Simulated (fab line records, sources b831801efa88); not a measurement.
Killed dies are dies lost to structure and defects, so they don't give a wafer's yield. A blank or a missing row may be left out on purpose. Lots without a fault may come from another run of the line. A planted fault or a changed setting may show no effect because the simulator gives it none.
fab line records | flow sky130
record lots=6 wafers=18 last_day=50
route steps=708 shown DNWELL@41 PWDE@45 NWELL@56 PAD_OPEN@708
lots that met no fault: from a run of the same line without faults
start_h: hours from the record's first day to the start of the lot's first wafer shown | wait_h: hours since the lot's step before | " the same as in the row above | L1.1+2: a row that stands for several wafers | - no value, or no start given | * or withheld: withheld | < > ~ a bound
route shown NAME@n: a module of which the file shows steps, and the number in the route of the first | usual: mean/standard deviation of fault-free wafers | same: alike in all rows | chamber/n: place in a boat | sites: the reading at each site | _std_site: their standard deviation | _edge_site: outer sites' mean less inner sites' | radius_mm: how far each site lies from the wafer's centre | mask NAME#n: copy n | behind: the tool/chamber that last shaped the wafer | hold: why the lot was held/for how many hours/how that ended | device: the transistor (n, p or np) that didn't switch | end of line: the same wafers' tests at the end of the route | a step without rows: its recipe alone | killed: dies lost to structure and defects at the first sort, not the wafer's yield | map: a wafer's dies, x killed, . not, _ none there
set.NAME: the setting as run; set.NAME@STEP: as run at that earlier step | model.NAME: the simulator's own value behind a step, which no gauge read
lots at some steps of the route; a table a step, a row a wafer
services: from which hour (start_h, from the record's first day; less than 0 if before it) a tool's chamber was out of use, for how many hours, and why
## steps
# step SKY_DNWELL_DEVELOP_06
# recipe wall_angle_deg=90 developer=TMAH develop_time_s=60 dev_temp_c=24.2
# step SKY_DNWELL_IMPLANT_07
# recipe species=P energy_kev=withheld dose_cm2=withheld tilt_deg=withheld
# step SKY_DNWELL_STRIP_08
# recipe chemistry=O2/N2 power_w=1400 pressure_mtorr=1500 platen_temp_c=withheld o2_flow_sccm=3000 n2_flow_sccm=300 overash_fraction=0.5
# usual drypump_motor_current_A=5.72/0.17 oes_product_au=0.722/0.0048 strip_time_to_endpoint_s=36.92/0.12
# columns lot.wafer tool chamber start_h wait_h drypump_motor_current_A oes_product_au rf_hours_counter_h strip_time_to_endpoint_s
L409.1 plasma_asher-04 1 71.62 0.1 5.76 0.723 34 36.94
L409.3 " 0 " " 5.81 0.727 - 36.92
L409.4 " 1 " " 5.78 0.729 - 36.95
L410.1 plasma_asher-04 0 77.97 0.1 5.81 0.727 34 36.81
L410.2 " 1 " " 5.77 0.724 34 36.75
L410.4 " 0 " " 5.78 0.721 - 36.81
L412.1 plasma_asher-01 1 85.23 0.1 5.60 0.723 28 37.07
L412.2 " 0 " " 6.09 0.719 28 37.02
L412.5 " 0 " " 6.10 0.721 - 37.10
L413.1 plasma_asher-04 1 92.67 0.1 5.76 0.735 36 36.68
L413.4 " 1 " " 5.76 0.727 - 36.94
L413.5 " 1 " " 5.79 0.713 - 36.75
L424.1 plasma_asher-04 1 152.18 0.1 5.73 0.728 42 36.96
L424.3 " 0 " " 5.81 0.710 - 36.97
L424.6 " 0 " " 5.82 0.714 - 36.88
L427.3 plasma_asher-02 0 166.01 0.1 5.64 0.717 - 37.02
L427.4 " 1 " " 5.52 0.716 - 36.94
L427.6 " 1 " " 5.53 0.721 - 36.83
# step SKY_DNWELL_TW_MEAS_09
# usual DNWELL_TW=1113/8.1
# columns lot.wafer tool chamber start_h wait_h DNWELL_TW
L409.1 film_metro-04 - 71.72 0.1 1116
L409.3 " - " " 1126
L409.4 " - " " 1125
L410.1 film_metro-02 - 78.07 0.1 1105
L410.2 " - " " 1102
L410.4 " - " " 1109
L412.1 film_metro-03 - 85.33 0.1 1107
L412.2 " - " " 1114
L412.5 " - " " 1114
L413.1 film_metro-03 - 92.77 0.1 1116
L413.4 " - " " 1119
L413.5 " - " " 1117
L424.1 film_metro-02 - 152.28 0.1 1109
L424.3 " - " " 1111
L424.6 " - " " 1109
L427.3 film_metro-04 - 166.09 0.1 1123
L427.4 " - " " 1126
L427.6 " - " " 1118
# step SKY_PWDE_DEHYDRATE_00
# recipe temp_c=200 time_s=60
# step SKY_PWDE_HMDS_01
# recipe prime_time_s=60 prime_temp_c=119.2
# step SKY_PWDE_COAT_02
# recipe spin_rpm=2000 resist_thk_nm=3000
# step SKY_PWDE_SOFTBAKE_03
# recipe temp_c=110 time_s=withheld
# step SKY_PWDE_EXPOSE_04
# recipe mask_id=PWDEM na=0.6 source_shape=conventional sigma_outer=0.6 polarization=unpolarized target_cd_nm=840 dose_mj=214
# step SKY_PWDE_PEB_05
# recipe temp_c=115 time_s=withheld
# step SKY_PWDE_DEVELOP_06
# recipe wall_angle_deg=90 developer=TMAH develop_time_s=60 dev_temp_c=23
# step SKY_PWDE_OVL_MEAS_07
# usual PWDE_OVL=-0.2/1.6
# columns lot.wafer tool chamber start_h wait_h PWDE_OVL[nm]
L409.1 overlay-02 - 89.00 - 0.3
L409.3 " - " " 1.5
L409.4 " - " " -0.3
L410.1 overlay-01 - 95.32 - -0.1
L410.2 " - " " -0.6
L410.4 " - " " 0.3
L412.1 overlay-01 - 103.22 - 1.0
L412.2 " - " " 0.3
L412.5 " - " " 1.5
L413.1 overlay-01 - 110.77 - -2.8
L413.4 " - " " -3.9
L413.5 " - " " -3.9
L424.1 overlay-02 - 172.42 - 1.5
L424.3 " - " " 1.3
L424.6 " - " " 0.9
L427.3 overlay-02 - 186.68 - -2.4
L427.4 " - " " -1.6
L427.6 " - " " -1.9
# step SKY_PWDE_IMPLANT_08
# recipe species=B energy_kev=150 dose_cm2=3.6e+12 tilt_deg=withheld
# usual dose_ions_cm2=3.6e+12/3.9e+09 end_station_pressure_torr=5.02e-06/2.6e-07 faraday_current_uA=20.3/0.4
# same implant_ion_amu=11
# columns lot.wafer tool chamber start_h wait_h dose_ions_cm2 end_station_pressure_torr faraday_current_uA
L409.1 implanter-04 0 89.03 0.0 3.601e+12 5.25e-06 20.6
L409.3 " 0 " " 3.598e+12 4.96e-06 20.2
L409.4 " 0 " " 3.595e+12 4.86e-06 20.3
L410.1 implanter-03 0 95.35 0.0 5.625e+12 4.64e-06 32.3
L410.2 " 0 " " 5.623e+12 4.73e-06 31.5
L410.4 " 0 " " 5.627e+12 5.32e-06 30.6
L412.1 implanter-01 0 103.25 0.0 3.597e+12 5.06e-06 20.5
L412.2 " 0 " " 3.601e+12 4.79e-06 20.5
L412.5 " 0 " " 3.604e+12 4.76e-06 19.9
L413.1 implanter-03 0 110.80 0.0 5.629e+12 5.13e-06 31.8
L413.4 " 0 " " 5.624e+12 5.39e-06 30.1
L413.5 " 0 " " 5.628e+12 5.02e-06 30.7
L424.1 implanter-03 0 172.45 0.0 3.598e+12 5.37e-06 20.4
L424.3 " 0 " " 3.602e+12 4.48e-06 21.1
L424.6 " 0 " " 3.598e+12 5.45e-06 20.5
L427.3 implanter-04 0 186.75 0.1 3.594e+12 5e-06 20.3
L427.4 " 0 " " 3.595e+12 5.34e-06 20.4
L427.6 " 0 " " 3.6e+12 4.84e-06 20.9
# step SKY_PWDE_STRIP_09
# recipe chemistry=O2/N2 power_w=1400 pressure_mtorr=1500 platen_temp_c=withheld o2_flow_sccm=3000 n2_flow_sccm=300 overash_fraction=0.5
# usual drypump_motor_current_A=5.68/0.27 oes_product_au=0.722/0.0044 strip_time_to_endpoint_s=36.95/0.1
# columns lot.wafer tool chamber start_h wait_h drypump_motor_current_A oes_product_au rf_hours_counter_h strip_time_to_endpoint_s
L409.1 plasma_asher-01 0 89.18 0.1 6.09 0.715 28 36.89
L409.3 " 0 " " 6.09 0.716 - 36.92
L409.4 " 1 " " 5.58 0.724 - 36.87
L410.1 plasma_asher-01 1 95.50 0.1 5.59 0.724 29 37.05
L410.2 " 0 " " 6.08 0.731 29 37.06
L410.4 " 0 " " 6.09 0.730 - 37.08
L412.1 plasma_asher-01 1 103.40 0.1 5.61 0.719 30 36.93
L412.2 " 0 " " 6.10 0.726 30 36.95
L412.5 " 0 " " 6.09 0.722 - 37.02
L413.1 plasma_asher-04 0 110.95 0.1 5.80 0.726 38 36.88
L413.4 " 1 " " 5.77 0.729 - 36.90
L413.5 " 1 " " 5.76 0.726 - 36.86
L424.1 plasma_asher-04 1 172.60 0.1 5.80 0.726 44 37.12
L424.3 " 1 " " 5.78 0.718 - 37.00
L424.6 " 1 " " 5.79 0.733 - 37.07
L427.3 plasma_asher-04 0 186.88 0.1 5.82 0.719 - 36.88
L427.4 " 1 " " 5.76 0.721 - 36.96
L427.6 " 0 " " 5.80 0.723 - 36.97
# step SKY_PWDE_TW_MEAS_10
# usual PWDE_TW=373.2/1.9
# columns lot.wafer tool chamber start_h wait_h PWDE_TW
L409.1 film_metro-02 - 89.28 0.1 371.8
L409.3 " - " " 369.8
L409.4 " - " " 369.6
L410.1 film_metro-04 - 95.60 0.1 427.7
L410.2 " - " " 425.9
L410.4 " - " " 426.1
L412.1 film_metro-03 - 103.50 0.1 375.2
L412.2 " - " " 373.6
L412.5 " - " " 375.1
L413.1 film_metro-03 - 111.05 0.1 429.4
L413.4 " - " " 428.9
L413.5 " - " " 429.9
L424.1 film_metro-04 - 172.70 0.1 371.7
L424.3 " - " " 372.8
L424.6 " - " " 371.9
L427.3 film_metro-03 - 186.97 0.1 376.0
L427.4 " - " " 375.1
L427.6 " - " " 374.3
# step SKY_NWELL_DEHYDRATE_03
# recipe temp_c=200 time_s=60
# step SKY_NWELL_HMDS_04
# recipe prime_time_s=60 prime_temp_c=120
# step SKY_NWELL_COAT_05
# recipe spin_rpm=2000 resist_thk_nm=3000
# step SKY_NWELL_SOFTBAKE_06
# recipe temp_c=110 time_s=withheld
# step SKY_NWELL_EXPOSE_07
# recipe mask_id=NWM na=0.6 source_shape=conventional sigma_outer=0.6 polarization=unpolarized target_cd_nm=840 dose_mj=255
# step SKY_NWELL_PEB_08
# recipe temp_c=115 time_s=withheld
# step SKY_NWELL_DEVELOP_09
# recipe wall_angle_deg=90 developer=TMAH develop_time_s=60 dev_temp_c=23
# step SKY_NWELL_OVL_MEAS_10
# usual NWELL_00_OVL=0.8/1.3
# columns lot.wafer tool chamber start_h wait_h NWELL_00_OVL[nm]
L409.1 overlay-02 - 106.40 - 1.6
L409.3 " - " " 2.7
L409.4 " - " " 1.2
L410.1 overlay-01 - 112.87 - 1.1
L410.2 " - " " 2.4
L410.4 " - " " 3.1
L412.1 overlay-02 - 120.97 - 1.4
L412.2 " - " " 0.7
L412.5 " - " " -0.5
L413.1 overlay-02 - 129.37 - 0.6
L413.4 " - " " 1.7
L413.5 " - " " 0.5
L424.1 overlay-02 - 192.77 - -0.8
L424.3 " - " " -0.1
L424.6 " - " " -0.6
L427.3 overlay-02 - 206.19 - 1.0
L427.4 " - " " -0.5
L427.6 " - " " 0.0
# step SKY_NWELL_IMPLANT_11
# recipe species=P energy_kev=400 dose_cm2=1.9e+13 tilt_deg=withheld
# step SKY_NWELL_IMPLANT_12
# recipe species=P energy_kev=120 dose_cm2=1.3e+12 tilt_deg=withheld
# step SKY_NWELL_IMPLANT_13
# recipe species=P energy_kev=50 dose_cm2=7e+11 tilt_deg=withheld
# step SKY_NWELL_STRIP_14
# recipe chemistry=O2/N2 power_w=1400 pressure_mtorr=1500 platen_temp_c=withheld o2_flow_sccm=3000 n2_flow_sccm=300 overash_fraction=0.5
# usual drypump_motor_current_A=5.58/0.19 oes_product_au=0.723/0.005 strip_time_to_endpoint_s=36.94/0.092
# columns lot.wafer tool chamber start_h wait_h drypump_motor_current_A oes_product_au rf_hours_counter_h strip_time_to_endpoint_s
L409.1 plasma_asher-02 1 106.88 0.1 5.50 0.720 44 36.88
L409.3 " 0 " " 5.66 0.721 - 36.95
L409.4 " 1 " " 5.49 0.724 - 36.90
L410.1 plasma_asher-04 1 113.36 0.1 5.75 0.716 38 36.96
L410.2 " 0 " " 5.82 0.714 38 36.99
L410.4 " 0 " " 5.79 0.726 - 36.88
L412.1 plasma_asher-02 0 121.45 0.1 5.68 0.720 46 36.89
L412.2 " 1 " " 5.50 0.720 46 36.96
L412.5 " 1 " " 5.51 0.732 - 36.94
L413.1 plasma_asher-03 0 129.85 0.1 5.42 0.723 1 37.15
L413.4 " 0 " " 5.43 0.726 - 36.91
L413.5 " 0 " " 5.44 0.720 - 37.07
L424.1 plasma_asher-04 0 193.25 0.1 5.80 0.723 46 36.92
L424.3 " 0 " " 5.80 0.727 - 36.97
L424.6 " 1 " " 5.79 0.722 - 37.03
L427.3 plasma_asher-02 0 206.69 0.1 5.62 0.723 - 36.94
L427.4 " 1 " " 5.51 0.729 - 37.00
L427.6 " 1 " " 5.50 0.734 - 36.95
# step SKY_NWELL_TW_MEAS_15
# usual NWELL_TW=1816/10
# columns lot.wafer tool chamber start_h wait_h NWELL_TW
L409.1 film_metro-02 - 106.98 0.1 1815
L409.3 " - " " 1820
L409.4 " - " " 1820
L410.1 film_metro-04 - 113.46 0.1 1801
L410.2 " - " " 1807
L410.4 " - " " 1806
L412.1 film_metro-02 - 121.55 0.1 1814
L412.2 " - " " 1804
L412.5 " - " " 1808
L413.1 film_metro-03 - 129.95 0.1 1816
L413.4 " - " " 1823
L413.5 " - " " 1816
L424.1 film_metro-03 - 193.35 0.1 1835
L424.3 " - " " 1822
L424.6 " - " " 1828
L427.3 film_metro-04 - 206.78 0.1 1825
L427.4 " - " " 1821
L427.6 " - " " 1814
# step SKY_NWELL_DEHYDRATE_16
# recipe temp_c=200 time_s=60
# step SKY_NWELL_HMDS_17
# recipe prime_time_s=60 prime_temp_c=120
# step SKY_NWELL_COAT_18
# recipe spin_rpm=2039 resist_thk_nm=3000
# step SKY_NWELL_SOFTBAKE_19
# recipe temp_c=110 time_s=withheld
# step SKY_NWELL_EXPOSE_20
# recipe mask_id=NWM_COMPLEMENT na=0.6 source_shape=conventional sigma_outer=0.6 polarization=unpolarized target_cd_nm=840 dose_mj=260
# step SKY_NWELL_PEB_21
# recipe temp_c=115 time_s=withheld
# step SKY_NWELL_DEVELOP_22
# recipe wall_angle_deg=90 developer=TMAH develop_time_s=60 dev_temp_c=23
# step SKY_NWELL_OVL_MEAS_23
# usual NWELL_01_OVL=-1.1/1.4
# columns lot.wafer tool chamber start_h wait_h NWELL_01_OVL[nm]
L409.1 overlay-02 - 124.97 - -1.3
L409.3 " - " " -0.1
L409.4 " - " " 0.1
L410.1 overlay-02 - 131.65 - -2.0
L410.2 " - " " -2.2
L410.4 " - " " -0.6
L412.1 overlay-01 - 139.85 - -0.7
L412.2 " - " " -0.1
L412.5 " - " " 0.4
L413.1 overlay-02 - 148.77 - -0.6
L413.4 " - " " -1.5
L413.5 " - " " 0.0
L424.1 overlay-01 - 213.42 - -0.1
L424.3 " - " " 1.6
L424.6 " - " " -0.8
L427.3 overlay-01 - 229.23 - -1.6
L427.4 " - " " -2.1
L427.6 " - " " -2.9
# step SKY_NWELL_IMPLANT_24
# recipe species=B energy_kev=140 dose_cm2=9.2e+12 tilt_deg=withheld
# step SKY_NWELL_STRIP_25
# recipe chemistry=O2/N2 power_w=1400 pressure_mtorr=1500 platen_temp_c=withheld o2_flow_sccm=3000 n2_flow_sccm=300 overash_fraction=0.5
# usual drypump_motor_current_A=5.53/0.23 oes_product_au=0.722/0.0046 strip_time_to_endpoint_s=36.60/0.088
# columns lot.wafer tool chamber start_h wait_h drypump_motor_current_A oes_product_au rf_hours_counter_h strip_time_to_endpoint_s
L409.1 plasma_asher-02 1 125.16 0.1 5.52 0.721 46 36.64
L409.3 " 1 " " 5.52 0.725 - 36.54
L409.4 " 0 " " 5.66 0.718 - 36.44
L410.1 plasma_asher-04 0 131.83 0.1 5.79 0.725 40 36.59
L410.2 " 1 " " 5.75 0.718 40 36.54
L410.4 " 1 " " 5.75 0.729 - 36.54
L412.1 plasma_asher-03 1 140.03 0.1 5.12 0.732 2 36.55
L412.2 " 0 " " 5.43 0.718 2 36.61
L412.5 " 0 " " 5.44 0.725 - 36.67
L413.1 plasma_asher-02 1 148.96 0.1 5.53 0.715 49 36.50
L413.4 " 1 " " 5.50 0.725 - 36.45
L413.5 " 0 " " 5.67 0.727 - 36.61
L424.1 plasma_asher-02 0 213.60 0.1 5.64 0.727 55 36.60
L424.3 " 1 " " 5.53 0.718 - 36.74
L424.6 " 0 " " 5.63 0.728 - 36.69
L427.3 plasma_asher-03 0 229.43 0.1 5.43 0.723 - 36.58
L427.4 " 1 " " 5.14 0.719 - 36.53
L427.6 " 0 " " 5.44 0.719 - 36.56
# step SKY_NWELL_TW_MEAS_26
# usual NWELL_2_TW=495.6/2.6
# columns lot.wafer tool chamber start_h wait_h NWELL_2_TW
L409.1 film_metro-02 - 125.26 0.1 493.3
L409.3 " - " " 491.5
L409.4 " - " " 493.2
L410.1 film_metro-02 - 131.93 0.1 494.1
L410.2 " - " " 494.9
L410.4 " - " " 493.8
L412.1 film_metro-02 - 140.13 0.1 496.7
L412.2 " - " " 495.0
L412.5 " - " " 496.3
L413.1 film_metro-04 - 149.06 0.1 497.3
L413.4 " - " " 496.2
L413.5 " - " " 496.5
L424.1 film_metro-03 - 213.70 0.1 498.5
L424.3 " - " " 497.4
L424.6 " - " " 497.5
L427.3 film_metro-04 - 229.52 0.1 495.1
L427.4 " - " " 496.3
L427.6 " - " " 494.7
# step SKY_NWELL_CLEAN_27
# recipe chemistry=SC1/SC2 mix=1:4:20 temp_c=70 time_s=150 dry=n2_spin
# step SKY_NWELL_RTA_28
# recipe temp_c=1050 time_s=30 idle_temp_c=650 ramp_up_c_per_s=150 ramp_down_c_per_s=90 ambient=N2
# usual anneal_temp_c_max=1058.3/1.5 lamp_power_pct=25.31/0.047 wafer_temp_C_max=1054.8/0.94
# columns lot.wafer tool chamber start_h wait_h anneal_temp_c_max lamp_power_pct wafer_temp_C_max
L409.1 rtp_anneal-02 0 125.37 0.0 1058.1 25.35 1055.2
L409.3 " 0 " " 1057.9 25.28 1057.4
L409.4 " 0 " " 1060.2 25.17 1056.1
L410.1 rtp_anneal-02 0 132.04 0.0 1056.8 25.28 1054.6
L410.2 " 0 " " 1056.2 25.36 1053.5
L410.4 " 0 " " 1057.6 25.23 1055.5
L412.1 rtp_anneal-02 0 140.25 0.0 1060.9 25.25 1056.5
L412.2 " 0 " " 1060.3 25.31 1054.2
L412.5 " 0 " " 1056.4 25.27 1055.3
L413.1 rtp_anneal-01 0 149.17 0.0 1058.1 25.33 1055.4
L413.4 " 0 " " 1058.1 25.28 1055.0
L413.5 " 0 " " 1056.4 25.32 1054.5
L424.1 rtp_anneal-02 0 213.81 0.0 1059.0 25.29 1054.8
L424.3 " 0 " " 1058.0 25.30 1054.0
L424.6 " 0 " " 1059.6 25.30 1053.7
L427.3 rtp_anneal-02 0 229.64 0.0 1058.5 25.29 1055.9
L427.4 " 0 " " 1057.4 25.22 1053.8
L427.6 " 0 " " 1058.6 25.34 1053.6
# step SKY_NWELL_RS_MEAS_29
# recipe thk_meas_gauge=four-point-probe
# usual NWELL_RS=625.1/1.6
# columns lot.wafer tool chamber start_h wait_h NWELL_RS[ohm/sq]
L409.1 film_metro-03 - 125.47 0.1 625.8
L409.3 " - " " 624.6
L409.4 " - " " 624.7
L410.1 film_metro-03 - 132.14 0.1 622.0
L410.2 " - " " 623.6
L410.4 " - " " 624.7
L412.1 film_metro-03 - 140.35 0.1 624.5
L412.2 " - " " 625.1
L412.5 " - " " 624.6
L413.1 film_metro-02 - 149.27 0.1 625.5
L413.4 " - " " 626.5
L413.5 " - " " 625.2
L424.1 film_metro-04 - 213.91 0.1 626.5
L424.3 " - " " 627.1
L424.6 " - " " 625.9
L427.3 film_metro-03 - 229.75 0.1 622.6
L427.4 " - " " 624.6
L427.6 " - " " 624.2
# step SKY_NWELL_RS_MEAS_31
# recipe thk_meas_gauge=four-point-probe
# usual PWDE_RS=5274/16
# columns lot.wafer tool chamber start_h wait_h PWDE_RS[ohm/sq]
L409.1 film_metro-03 - 125.71 0.1 5271
L409.3 " - " " 5256
L409.4 " - " " 5299
L410.1 film_metro-03 - 132.38 0.1 3740
L410.2 " - " " 3750
L410.4 " - " " 3741
L412.1 film_metro-03 - 140.59 0.1 5312
L412.2 " - " " 5306
L412.5 " - " " 5293
L413.1 film_metro-02 - 149.51 0.1 3731
L413.4 " - " " 3748
L413.5 " - " " 3736
L424.1 film_metro-04 - 214.15 0.1 5287
L424.3 " - " " 5268
L424.6 " - " " 5265
L427.3 film_metro-03 - 229.99 0.1 5264
L427.4 " - " " 5276
L427.6 " - " " 5279
# step SKY_PAD_OPEN_PROBE_99
# usual killed_at_M0_to_M3=43/7.6 killed_at_M4_up=2.9/1.9 killed_at_contacts=24/5 killed_at_front_end=15/4.3 killed_at_other=0.3/0.54 killed_dies=85/10 killed_open=47/7 killed_short=38/6.4
# same gross_dies=492 killed_at_back_side=0
# columns lot.wafer tool chamber start_h wait_h killed_at_M0_to_M3 killed_at_M4_up killed_at_contacts killed_at_front_end killed_at_other killed_dies killed_open killed_short model.etest.res_p_drift_20v.line_ohm_um model.etest.res_p_drift_20v.rs_ohm_sq model.etest.res_pwde_under_gate.rs_ohm_sq
L409.1 prober-01 - 1098.47 0.1 32 6 32 12 0 82 50 32 1.121e+04 9260 6290
L409.3 prober-01 - 1098.57 0.2 40 1 32 11 1 85 49 36 1.077e+04 8983 6298
L409.4 prober-01 - 1098.62 0.2 42 8 29 10 0 89 42 47 1.081e+04 9129 6352
L410.1 prober-02 - 1107.06 0.1 37 3 23 15 0 78 46 32 7572 6345 4137
L410.2 prober-02 - 1107.11 0.1 39 3 24 11 0 77 47 30 7835 6467 4152
L410.4 prober-02 - 1107.21 0.2 41 8 29 16 0 94 48 46 7614 6462 4175
L412.1 prober-02 - 1114.24 0.1 43 2 19 7 0 71 44 27 1.189e+04 9976 6186
L412.2 prober-02 - 1114.29 0.1 31 1 24 14 0 70 36 34 1.177e+04 9922 6224
L412.5 prober-02 - 1114.44 0.2 54 5 25 17 0 101 53 48 1.217e+04 1.013e+04 6172
L413.1 prober-01 - 1124.41 0.1 44 2 23 19 1 89 50 39 8038 6651 4147
L413.4 prober-01 - 1124.56 0.2 29 4 19 9 0 61 30 31 8217 6794 4211
L413.5 prober-01 - 1124.61 0.2 49 3 20 12 0 84 50 34 7913 6611 4154
L424.1 prober-02 - 1180.69 0.1 34 1 9 17 0 61 30 31 1.136e+04 9632 6248
L424.3 prober-02 - 1180.79 0.2 36 4 25 15 0 80 50 30 1.084e+04 9147 6259
L424.6 prober-02 - 1180.94 0.2 51 2 16 19 1 89 46 43 1.117e+04 9404 6222
L427.3 prober-01 - 1196.42 0.2 56 3 25 7 0 91 45 46 1.091e+04 9223 6202
L427.4 prober-01 - 1196.47 0.2 36 0 31 10 0 77 46 31 1.098e+04 9190 6211
L427.6 prober-01 - 1196.57 0.2 46 2 22 13 0 83 52 31 1.09e+04 9273 6194
# killed by level:class
L409.1 CONTACT:geometric_particle:open=12 VIA3:geometric_particle:open=8 LI_CONTACT:geometric_particle:open=8 VIA2:geometric_particle:open=8 VIA1:geometric_particle:open=6 POLY_GATE:geometric_particle:short=4 LI_CONTACT:geometric_particle:short=4 CONTACT:geometric_particle:short=4
L409.3 CONTACT:geometric_particle:open=13 VIA1:geometric_particle:open=9 LI_CONTACT:geometric_particle:open=6 METAL1:geometric_particle:short=5 CONTACT:geometric_particle:short=5 METAL1:geometric_particle:open=4 LI_CONTACT:geometric_particle:short=4 LOCAL_INTERCONNECT:geometric_particle:short=4
L409.4 VIA1:geometric_particle:open=9 CONTACT:geometric_particle:open=9 LI_CONTACT:geometric_particle:open=8 METAL4:geometric_particle:short=6 LOCAL_INTERCONNECT:geometric_particle:short=6 METAL3:geometric_particle:short=6 VIA3:geometric_particle:open=5 LI_CONTACT:geometric_particle:short=4
L410.1 CONTACT:geometric_particle:open=11 VIA2:geometric_particle:open=7 METAL1:geometric_particle:short=5 VIA1:geometric_particle:short=5 VIA1:geometric_particle:open=5 LI_CONTACT:geometric_particle:open=4 METAL2:geometric_particle:short=4 FIELD_ISO:geometric_particle:open=3
L410.2 LI_CONTACT:geometric_particle:open=8 VIA3:geometric_particle:open=8 CONTACT:geometric_particle:open=6 METAL1:geometric_particle:short=6 VIA1:geometric_particle:open=6 VIA2:geometric_particle:open=6 LOCAL_INTERCONNECT:geometric_particle:open=4 FIELD_ISO:geometric_particle:short=3
L410.4 VIA1:geometric_particle:open=10 LI_CONTACT:geometric_particle:open=8 CONTACT:geometric_particle:open=8 CONTACT:geometric_particle:short=7 FIELD_ISO:geometric_particle:open=6 METAL4:geometric_particle:short=6 VIA3:geometric_particle:short=5 VIA3:geometric_particle:open=5
L412.1 CONTACT:geometric_particle:open=10 METAL1:geometric_particle:short=9 VIA1:geometric_particle:open=9 VIA2:geometric_particle:open=8 LI_CONTACT:geometric_particle:open=5 VIA3:geometric_particle:open=5 METAL2:geometric_particle:short=4 METAL2:geometric_particle:open=3
L412.2 CONTACT:geometric_particle:open=8 VIA1:geometric_particle:open=7 FIELD_ISO:geometric_particle:short=5 LI_CONTACT:geometric_particle:open=5 LOCAL_INTERCONNECT:geometric_particle:short=5 VIA3:geometric_particle:short=5 CONTACT:geometric_particle:short=4 METAL1:geometric_particle:short=4
L412.5 VIA2:geometric_particle:open=13 CONTACT:geometric_particle:open=10 CONTACT:geometric_particle:short=7 METAL1:geometric_particle:short=7 METAL2:geometric_particle:short=7 LI_CONTACT:geometric_particle:open=6 VIA1:geometric_particle:open=6 FIELD_ISO:geometric_particle:short=4
L413.1 VIA1:geometric_particle:open=16 LI_CONTACT:geometric_particle:open=10 METAL2:geometric_particle:short=7 CONTACT:geometric_particle:short=6 POLY_GATE:geometric_particle:open=5 POLY_GATE:geometric_particle:short=5 CONTACT:geometric_particle:open=5 METAL1:geometric_particle:short=5
L413.4 FIELD_ISO:geometric_particle:open=6 VIA1:geometric_particle:open=6 CONTACT:geometric_particle:short=5 VIA3:geometric_particle:open=5 METAL2:geometric_particle:short=4 LI_CONTACT:geometric_particle:open=4 METAL1:geometric_particle:short=4 VIA1:geometric_particle:short=4
L413.5 VIA1:geometric_particle:open=12 VIA3:geometric_particle:open=8 CONTACT:geometric_particle:open=7 METAL1:geometric_particle:short=6 CONTACT:geometric_particle:short=5 VIA2:geometric_particle:open=5 POLY_GATE:geometric_particle:short=4 LI_CONTACT:geometric_particle:open=4
L424.1 VIA1:geometric_particle:open=8 FIELD_ISO:geometric_particle:short=8 VIA3:geometric_particle:open=8 METAL1:geometric_particle:short=6 POLY_GATE:geometric_particle:open=3 POLY_GATE:geometric_particle:short=3 LI_CONTACT:geometric_particle:open=3 CONTACT:geometric_particle:open=3
L424.3 CONTACT:geometric_particle:open=13 LI_CONTACT:geometric_particle:open=7 VIA1:geometric_particle:open=7 METAL1:geometric_particle:short=6 VIA2:geometric_particle:open=5 VIA3:geometric_particle:open=5 FIELD_ISO:geometric_particle:open=4 VIA3:geometric_particle:short=4
L424.6 VIA1:geometric_particle:open=11 METAL2:geometric_particle:short=10 POLY_GATE:geometric_particle:open=6 METAL1:geometric_particle:short=6 FIELD_ISO:geometric_particle:open=5 CONTACT:geometric_particle:open=5 VIA3:geometric_particle:short=4 CONTACT:geometric_particle:short=4
L427.3 CONTACT:geometric_particle:open=12 METAL1:geometric_particle:short=10 VIA3:geometric_particle:open=9 LI_CONTACT:geometric_particle:open=8 METAL2:geometric_particle:short=6 VIA2:geometric_particle:open=6 VIA3:geometric_particle:short=6 VIA1:geometric_particle:open=5
L427.4 CONTACT:geometric_particle:open=14 LI_CONTACT:geometric_particle:open=10 VIA1:geometric_particle:open=6 METAL1:geometric_particle:short=6 VIA3:geometric_particle:short=5 METAL2:geometric_particle:short=4 VIA2:geometric_particle:open=4 LOCAL_INTERCONNECT:geometric_particle:short=3
L427.6 VIA1:geometric_particle:open=12 VIA3:geometric_particle:open=10 VIA2:geometric_particle:open=9 CONTACT:geometric_particle:open=6 POLY_GATE:geometric_particle:short=5 LOCAL_INTERCONNECT:geometric_particle:short=5 CONTACT:geometric_particle:short=4 LI_CONTACT:geometric_particle:open=3
## services
# columns tool chamber start_h hours kind
plasma_asher-04 - 53.12 2.3 repair
implanter-01 - 76.17 2.6 repair
plasma_asher-04 - 91.20 0.7 repair
implanter-04 - 97.36 2.6 repair
implanter-03 - 102.33 2.5 repair
plasma_asher-03 - 108.75 9.0 pm
plasma_asher-03 0 108.75 9.0 vent_cycle
plasma_asher-03 1 108.75 9.0 vent_cycle
implanter-04 - 113.52 3.5 pm
plasma_asher-04 - 116.23 2.8 pm
plasma_asher-03 0 117.75 - clean
plasma_asher-03 1 117.75 - clean
plasma_asher-03 - 131.76 2.7 repair
implanter-01 - 135.94 11.4 pm
plasma_asher-01 - 155.26 11.5 repair
implanter-01 - 193.19 1.1 repair
implanter-01 - 206.83 2.6 repair
implanter-01 - 217.47 1.9 pm
implanter-01 - 220.55 0.7 repair
plasma_asher-02 - 228.71 2.8 pm
## key
first_sign step=SKY_PWDE_IMPLANT_08 reading=dose_ions_cm2 direction=up sigmas=99+ usual=* struck=*
effect step=SKY_PWDE_IMPLANT_08 reading=faraday_current_uA direction=up sigmas=27 usual=20.3 struck=31.2
effect step=SKY_PWDE_TW_MEAS_10 reading=PWDE_TW direction=up sigmas=28 usual=373.2 struck=428.0
effect step=SKY_NWELL_RS_MEAS_31 reading=PWDE_RS direction=down sigmas=95 usual=5274 struck=3741
model_effect step=SKY_PAD_OPEN_PROBE_99 value=etest.res_p_drift_20v.line_ohm_um without=1.166e+04 struck=7865
met_at SKY_PWDE_IMPLANT_08
struck_wafers L410.1,L410.2,L410.4,L413.1,L413.4,L413.5
tester_left_out L410,L413
fault kind=process_parameter_drift tool=implanter-03 chamber=- onset_h=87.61 steps=SKY_PWDE_IMPLANT_08 channel=dose_cm2 offset=* shape=step end_h=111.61 acts_in=* stated=*
# tester_left_out: of these lots the tester's yield and bins aren't shown, on N5 and GAA mostly nor the transistor test; their killed dies are dies lost to structure and defects alone, not to doping, threshold or leakage, so they don't give the yield
